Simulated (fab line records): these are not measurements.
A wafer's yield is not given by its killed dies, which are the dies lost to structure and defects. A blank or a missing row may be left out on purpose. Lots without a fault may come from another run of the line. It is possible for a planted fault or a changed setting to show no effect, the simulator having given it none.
Which tool is to blame? | flow gf180mcu | Sampling: 24 lots, 72 wafers, 5 of 602 route steps

WHAT THE GAUGES READ, wafer by wafer
GF_CONTACT_THK_MEAS_01.
lot  | measured     | on            | CONTACT_CVD_00_THK (nm)
L074 | day 15 06:45 | film metro-02 | 302 301 298
L075 | day 15 16:57 | film metro-02 | 297 291 295
L076 | day 16 04:22 | film metro-03 | 301 304 300
L077 | day 16 13:01 | film metro-03 | 294 298 302
L078 | day 16 18:31 | film metro-01 | 299 297 304
L079 | day 17 10:52 | film metro-03 | 298 296 304
L080 | day 17 15:46 | film metro-03 | 294 294 293
L081 | day 17 21:35 | film metro-02 | 300 302 299
L082 | day 18 03:31 | film metro-02 | 304 306 300
L083 | day 18 18:27 | film metro-02 | 299 296 294
L084 | day 18 22:38 | film metro-03 | 297 299 297
L085 | day 19 08:15 | film metro-02 | 303 301 300
L086 | day 19 13:43 | film metro-01 | 299 300 300
L087 | day 19 22:22 | film metro-03 | 299 296 300
L088 | day 20 08:34 | film metro-03 | 296 300 296
L089 | day 20 18:34 | film metro-03 | 297 304 297
L090 | day 21 02:21 | film metro-01 | 305 298 298
L091 | day 21 12:13 | film metro-02 | 295 296 296
L092 | day 21 20:29 | film metro-03 | 296 296 301
L093 | day 22 04:39 | film metro-01 | 296 297 299
L094 | day 22 11:22 | film metro-02 | 302 304 303
L095 | day 22 18:29 | film metro-03 | 297 298 297
L096 | day 23 03:35 | film metro-03 | 297 300 303
L097 | day 23 14:04 | film metro-03 | 303 305 300

GF_V1_CD_MEAS_14: the cd target is 260 nm.
lot  | measured     | on        | cd nm (nm)
L074 | day 18 06:49 | cd sem-01 | 260.0 258.8 260.6
L075 | day 18 16:40 | cd sem-01 | 260.7 260.6 260.5
L076 | day 19 06:10 | cd sem-02 | 261.7 261.0 261.2
L077 | day 19 16:34 | cd sem-01 | 260.6 259.9 258.7
L078 | day 19 21:04 | cd sem-02 | 260.1 260.0 259.8
L079 | day 20 14:06 | cd sem-01 | 258.7 259.8 258.5
L080 | day 20 19:09 | cd sem-01 | 259.6 259.0 258.6
L081 | day 21 02:27 | cd sem-01 | 259.8 259.9 259.8
L082 | day 21 06:50 | cd sem-01 | 260.5 258.9 260.6
L083 | day 21 22:28 | cd sem-01 | 259.8 259.8 260.5
L084 | day 22 03:17 | cd sem-01 | 259.3 259.6 260.6
L085 | day 22 12:48 | cd sem-02 | 260.7 260.7 260.5
L086 | day 22 16:21 | cd sem-02 | 260.7 260.9 259.3
L087 | day 23 01:08 | cd sem-01 | 259.3 260.1 260.1
L088 | day 23 10:28 | cd sem-01 | 260.6 261.7 260.3
L089 | day 23 20:10 | cd sem-02 | 259.5 260.8 260.0
L090 | day 24 03:10 | cd sem-02 | 259.4 259.6 259.4
L091 | day 24 12:32 | cd sem-02 | 259.6 258.2 259.1
L092 | day 24 21:02 | cd sem-02 | 259.8 260.0 260.4
L093 | day 25 03:29 | cd sem-01 | 262.0 261.9 261.8
L094 | day 25 09:40 | cd sem-01 | 263.1 261.6 261.5
L095 | day 25 16:52 | cd sem-01 | 260.6 260.7 259.7
L096 | day 26 01:56 | cd sem-02 | 259.6 259.1 259.4
L097 | day 26 09:29 | cd sem-02 | 260.4 260.8 259.2

GF_V1_RS_MEAS_24: measurement is done with a four-point probe.
lot  | measured     | on            | V1_W_RS (ohm/sq)
L074 | day 18 07:53 | film metro-04 | 0.319 0.320 0.319
L075 | day 18 17:52 | film metro-04 | 0.315 0.319 0.316
L076 | day 19 07:17 | film metro-02 | 0.317 0.315 0.315
L077 | day 19 17:36 | film metro-04 | 0.317 0.316 0.317
L078 | day 19 22:05 | film metro-04 | 0.318 0.314 0.316
L079 | day 20 19:27 | film metro-01 | 0.315 0.314 0.314
L080 | day 20 20:13 | film metro-01 | 0.324 0.326 0.312
L081 | day 21 03:29 | film metro-04 | 0.322 0.320 0.320
L082 | day 21 07:52 | film metro-04 | 0.316 0.321 0.316
L083 | day 21 23:30 | film metro-04 | 0.316 0.322 0.319
L084 | day 22 04:19 | film metro-02 | 0.319 0.320 0.318
L085 | day 22 13:50 | film metro-02 | 0.316 0.314 0.316
L086 | day 22 17:23 | film metro-02 | 0.317 0.321 0.321
L087 | day 23 02:11 | film metro-01 | 0.322 0.321 0.315
L088 | day 23 11:30 | film metro-01 | 0.322 0.322 0.319
L089 | day 23 21:12 | film metro-04 | 0.316 0.320 0.313
L090 | day 24 04:33 | film metro-04 | 0.320 0.318 0.322
L091 | day 24 13:34 | film metro-04 | 0.318 0.314 0.314
L092 | day 24 22:06 | film metro-04 | 0.317 0.319 0.318
L093 | day 25 04:37 | film metro-01 | 0.327 0.320 0.325
L094 | day 25 10:41 | film metro-04 | 0.313 0.312 0.317
L095 | day 25 17:54 | film metro-04 | 0.318 0.316 0.317
L096 | day 26 03:05 | film metro-02 | 0.312 0.315 0.313
L097 | day 26 10:31 | film metro-02 | 0.317 0.316 0.317

GF_M3_RS_MEAS_05: measurement is done with a four-point probe.
lot  | measured     | on            | M3_ALCU_RS (ohm/sq)
L074 | day 20 12:14 | film metro-03 | 0.0705 0.0701 0.0701
L075 | day 20 21:35 | film metro-01 | 0.0699 0.0690 0.0688
L076 | day 21 12:27 | film metro-04 | 0.0688 0.0695 0.0715
L077 | day 21 21:55 | film metro-03 | 0.0705 0.0708 0.0697
L078 | day 22 01:58 | film metro-01 | 0.0688 0.0709 0.0688
L079 | day 22 22:20 | film metro-03 | 0.0705 0.0697 0.0699
L080 | day 23 00:29 | film metro-03 | 0.0691 0.0686 0.0698
L081 | day 23 06:27 | film metro-04 | 0.0696 0.0701 0.0699
L082 | day 23 10:19 | film metro-04 | 0.0702 0.0720 0.0722
L083 | day 24 01:17 | film metro-04 | 0.0691 0.0693 0.0687
L084 | day 24 06:35 | film metro-04 | 0.0707 0.0700 0.0694
L085 | day 24 14:41 | film metro-04 | 0.0688 0.0695 0.0690
L086 | day 24 17:55 | film metro-03 | 0.0702 0.0686 0.0697
L087 | day 25 01:55 | film metro-03 | 0.0702 0.0702 0.0716
L088 | day 25 11:44 | film metro-03 | 0.0700 0.0711 0.0712
L089 | day 25 20:11 | film metro-04 | 0.0693 0.0690 0.0690
L090 | day 26 03:53 | film metro-04 | 0.0701 0.0691 0.0689
L091 | day 26 11:31 | film metro-04 | 0.0693 0.0694 0.0693
L092 | day 26 20:33 | film metro-04 | 0.0699 0.0696 0.0692
L093 | day 27 02:41 | film metro-01 | 0.0705 0.0694 0.0687
L094 | day 27 08:47 | film metro-03 | 0.0705 0.0709 0.0706
L095 | day 27 15:14 | film metro-04 | 0.0697 0.0704 0.0698
L096 | day 27 23:12 | film metro-04 | 0.0709 0.0698 0.0698
L097 | day 28 06:16 | film metro-04 | 0.0711 0.0708 0.0706

TOOL THAT RAN EACH LOT (tool first, then ch and the chambers of the sampled wafers, then the start)
lot  | GF_V1_CMP_04
L074 | cmp-02 ch 0,3, day 17 06:50
L075 | cmp-01 ch 0,1,2, day 17 16:46
L076 | cmp-01 ch 2,3, day 18 05:44
L077 | cmp-02 ch 0,2,3, day 18 15:50
L078 | cmp-01 ch 0,2,3, day 18 20:31
L079 | cmp-02 ch 0,1,2, day 19 13:53
L080 | cmp-01 ch 0,2,3, day 19 18:56
L081 | cmp-02 ch 0,1,3, day 20 01:44
L082 | cmp-02 ch 0,1,3, day 20 07:01
L083 | cmp-02 ch 0,2,3, day 20 22:38
L084 | cmp-02 ch 0,1,2, day 21 02:49
L085 | cmp-01 ch 0,1,2, day 21 12:41
L086 | cmp-02 ch 1,2, day 21 17:14
L087 | cmp-02 ch 2,3, day 22 02:06
L088 | cmp-01 ch 0,1,2, day 22 10:46
L089 | cmp-01 ch 1,2, day 22 21:02
L090 | cmp-01 ch 1,2,3, day 23 04:29
L091 | cmp-02 ch 0,3, day 23 14:23
L092 | cmp-02 ch 0,2,3, day 23 22:30
L093 | cmp-02 ch 0,2,3, day 24 05:26
L094 | cmp-02 ch 1,2,3, day 24 11:41
L095 | cmp-01 ch 1,2,3, day 24 18:27
L096 | cmp-02 ch 1,2, day 25 04:20
L097 | cmp-01 ch 0,2,3, day 25 12:17
- GF_V1_CMP_04: polishes SiO2.

WHAT THE TOOLS THEMSELVES READ (means of the sampled wafers that have a number; where no wafer has one, the mark that the record gives instead)
GF_V1_CMP_04.
lot  | tool   | head pressure psi (psi) | motor current A (A) | time to endpoint s (s)
L074 | cmp-02 | 4.003                   | 11.0                | 79
L075 | cmp-01 | 3.997                   | 12.2                | 82
L076 | cmp-01 | 4.003                   | 12.5                | 87
L077 | cmp-02 | 3.994                   | 11.2                | 80
L078 | cmp-01 | 4.005                   | 12.9                | 86
L079 | cmp-02 | 4.007                   | 12.7                | 74
L080 | cmp-01 | 3.993                   | 12.5                | 85
L081 | cmp-02 | 4.009                   | 12.6                | 81
L082 | cmp-02 | 4.005                   | 12.3                | 85
L083 | cmp-02 | 4.000                   | 11.1                | 75
L084 | cmp-02 | 4.001                   | 12.7                | 77
L085 | cmp-01 | 4.000                   | 12.2                | 92
L086 | cmp-02 | 4.003                   | 12.7                | 77
L087 | cmp-02 | 4.002                   | 11.0                | 75
L088 | cmp-01 | 3.993                   | 12.0                | 78
L089 | cmp-01 | 3.997                   | 12.6                | 81
L090 | cmp-01 | 4.008                   | 12.4                | 82
L091 | cmp-02 | 4.003                   | 11.3                | 72
L092 | cmp-02 | 3.996                   | 11.1                | 77
L093 | cmp-02 | 3.988                   | 11.0                | 73
L094 | cmp-02 | 4.010                   | 12.4                | 73
L095 | cmp-01 | 3.998                   | 12.3                | 86
L096 | cmp-02 | 4.006                   | 13.9                | 79
L097 | cmp-01 | 3.997                   | 12.1                | 88

THE ANSWER, worked out from the rows above alone
Rule: the usual values come from the lots themselves. The widest of any qualifying gaps counts: lots, ordered by their means at a reading, are off when they make up no more than a third of the lots, leave a main group of 4 or more, and stand apart from it by 3 or more times the standard deviation of that group's means. Not used: any main group whose means are identical at the precision the tables above print for the reading. A lot without any number at a reading at which 4 lots or more have one is off too. All remaining lots with rows at the step are treated as sound. After the gauges, taken in route order, come the tools' own readings; for these a lot's mean is taken, as printed above. At the first step where some lot is off, the reading lying furthest off is the one used; lots without a number count as furthest.
None of the lots is off at any reading shown; this tells nothing.

WHAT THE SIMULATOR PUT IN
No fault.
